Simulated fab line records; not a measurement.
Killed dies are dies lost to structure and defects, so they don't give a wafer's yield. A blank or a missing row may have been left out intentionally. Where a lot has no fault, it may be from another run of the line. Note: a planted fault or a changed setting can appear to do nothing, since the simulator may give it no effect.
The tool behind it: which one?    flow gf180mcu    13 lots, 39 wafers sampled, at 5 steps of a route of 602

== WHAT THE GAUGES SHOWED, per wafer ==
GF_HV_LDD_TW_MEAS_50. Usual: HV_LDD_4_TW gives 569 (standard deviation 4.1).
lot   measured      on            HV_LDD_4_TW  flag
L333  day 12 09:15  filmMetro-02  567 569 569  
L334  day 12 13:51  filmMetro-02  572 569 565  
L335  day 13 01:33  filmMetro-04  567 566 563  
L340  day 14 18:19  filmMetro-02  573 574 573  
L339  day 14 18:37  filmMetro-04  569 566 566  
L344  day 16 02:43  filmMetro-03  574 572 574  
L348  day 17 09:14  filmMetro-03  572 571 572  
L350  day 18 00:01  filmMetro-02  572 569 571  
L352  day 18 16:46  filmMetro-03  573 571 572  
L353  day 19 02:02  filmMetro-02  571 571 570  
L354  day 19 15:25  filmMetro-02  574 573 572  
L355  day 19 21:48  filmMetro-04  560 559 564  
L356  day 20 02:35  filmMetro-02  570 571 572  

GF_HV_LDD_THK_MEAS_57. Usual: HV_LDD_CVD_56_THK gives 90.1 nm (standard deviation 1.1).
lot   measured      on            HV_LDD_CVD_56_THK (nm)  flag
L333  day 12 12:04  filmMetro-02  88.5 88.1 87.7          
L334  day 12 16:39  filmMetro-03  89.0 88.3 88.9          
L335  day 13 04:21  filmMetro-03  92.0 91.9 92.0          
L340  day 14 21:22  filmMetro-03  89.5 89.9 89.7          
L339  day 14 22:47  filmMetro-04  89.0 88.9 88.1          
L344  day 16 05:32  filmMetro-02  88.9 88.8 89.7          
L348  day 17 13:04  filmMetro-04  91.5 92.1 92.9          
L350  day 18 03:20  filmMetro-04  89.4 89.0 89.4          
L352  day 18 19:34  filmMetro-04  91.0 90.1 91.1          
L353  day 19 04:51  filmMetro-04  91.3 91.6 90.7          
L354  day 19 18:13  filmMetro-03  90.3 90.5 90.0          
L355  day 20 00:37  filmMetro-04  90.0 90.2 90.1          
L356  day 20 05:24  filmMetro-04  90.0 90.1 89.8          

GF_PSD_CD_MEAS_07 targets a cd of 400 nm. Usual: cdNm 400.6 nm, standard deviation 2.1.
lot   measured      on        cdNm (nm)          flag
L333  day 14 03:08  cdSem-01  402.1 400.1 400.4  
L334  day 14 08:17  cdSem-01  402.9 402.9 404.4  
L335  day 14 21:48  cdSem-01  404.0 402.2 402.2  
L340  day 16 17:06  cdSem-02  398.4 398.9 397.3  
L339  day 16 18:56  cdSem-02  400.5 403.2 401.8  
L344  day 18 04:10  cdSem-01  398.5 400.9 399.6  
L348  day 19 13:30  cdSem-01  322.1 319.9 320.9  OFF
L350  day 20 04:07  cdSem-01  401.3 403.0 401.3  
L352  day 20 19:40  cdSem-02  402.2 400.8 398.2  
L353  day 21 05:46  cdSem-02  402.2 401.8 401.1  
L354  day 21 17:32  cdSem-01  402.4 402.7 403.5  
L355  day 22 00:25  cdSem-01  400.4 399.8 402.1  
L356  day 22 05:35  cdSem-02  401.7 400.0 400.4  

== WHAT TOOL EACH LOT RAN ON (gives the tool, then ch and the chambers of the sampled wafers, and finally the start) ==
lot   GF_HV_LDD_RTA_52                 GF_PSD_EXPOSE_04
L333  rtpAnneal-02 ch 0, day 12 09:22  ilineStepper-01 ch 0, day 13 17:02
L334  rtpAnneal-01 ch 0, day 12 13:58  ilineStepper-02 ch 0, day 13 22:43
L335  rtpAnneal-02 ch 0, day 13 01:40  ilineStepper-01 ch 0, day 14 11:14
L340  rtpAnneal-01 ch 0, day 14 18:25  ilineStepper-02 ch 0, day 16 05:59
L339  rtpAnneal-02 ch 0, day 14 18:43  ilineStepper-02 ch 0, day 16 07:32
L344  rtpAnneal-02 ch 0, day 16 02:50  ilineStepper-02 ch 0, day 17 16:45
L348  rtpAnneal-01 ch 0, day 17 09:22  ilineStepper-02 ch 0, day 19 01:25
L350  rtpAnneal-02 ch 0, day 18 00:08  ilineStepper-01 ch 0, day 19 16:14
L352  rtpAnneal-01 ch 0, day 18 16:53  ilineStepper-01 ch 0, day 20 07:52
L353  rtpAnneal-02 ch 0, day 19 02:10  ilineStepper-02 ch 0, day 20 17:41
L354  rtpAnneal-02 ch 0, day 19 15:31  ilineStepper-02 ch 0, day 21 06:17
L355  rtpAnneal-01 ch 0, day 19 21:55  ilineStepper-02 ch 0, day 21 12:25
L356  rtpAnneal-01 ch 0, day 20 02:43  ilineStepper-01 ch 0, day 21 17:43
- GF_HV_LDD_RTA_52: time 10 s.
- GF_PSD_EXPOSE_04: exposes mask Pplus, target cd 400 nm.

== WHAT THE TOOLS THEMSELVES READ (means of the sampled wafers that have a number; where no wafer has one, the mark that the record gives instead) ==
GF_HV_LDD_RTA_52. Usual: annealTempCMax 1004.9, standard deviation 1; lampPowerPct 29.7 %, standard deviation 0.84; wafer_temp_C_max 1006.1, standard deviation 1.1.
lot   tool          annealTempCMax  lampPowerPct (%)  wafer_temp_C_max  flag
L333  rtpAnneal-02  1004.7          29.1              1005.0            
L334  rtpAnneal-01  1005.2          30.8              1006.0            
L335  rtpAnneal-02  1004.6          29.0              1006.5            
L340  rtpAnneal-01  1004.6          30.8              1006.2            
L339  rtpAnneal-02  1007.4          29.0              1006.0            
L344  rtpAnneal-02  1004.5          29.1              1005.5            
L348  rtpAnneal-01  1004.7          30.8              1006.7            
L350  rtpAnneal-02  1004.7          29.1              1007.3            
L352  rtpAnneal-01  1004.2          30.8              1005.8            
L353  rtpAnneal-02  1005.7          29.0              1005.3            
L354  rtpAnneal-02  1005.0          29.1              1006.4            
L355  rtpAnneal-01  1004.7          30.8              1006.0            
L356  rtpAnneal-01  1004.1          30.7              1006.1            

== THE ANSWER, worked out from the rows above alone ==
Rule: take the mean of a lot's wafers that have a number; if it is more than 3 standard deviations from the usual mean, the lot is off. Also off: a lot with no number at a reading for which 4 or more lots have one. Any other lot the step has rows for is counted as sound. The gauges are gone through in route order, then the tools' own readings, and for those a lot's mean is taken as printed above. The first step at which some lot is off is used, and at that step the reading that is off furthest; a lot without a number counts as furthest.
Off: L348, at GF_PSD_CD_MEAS_07 (cdNm).
A tool fits if, at a process step before that reading, it ran every lot that is off, and no sound lot after the first of them. Gauges at GF_PSD_CD_MEAS_07: tried the same way as those tools. None of those tried fits.

== WHAT HAD BEEN PUT IN BY THE SIMULATOR ==
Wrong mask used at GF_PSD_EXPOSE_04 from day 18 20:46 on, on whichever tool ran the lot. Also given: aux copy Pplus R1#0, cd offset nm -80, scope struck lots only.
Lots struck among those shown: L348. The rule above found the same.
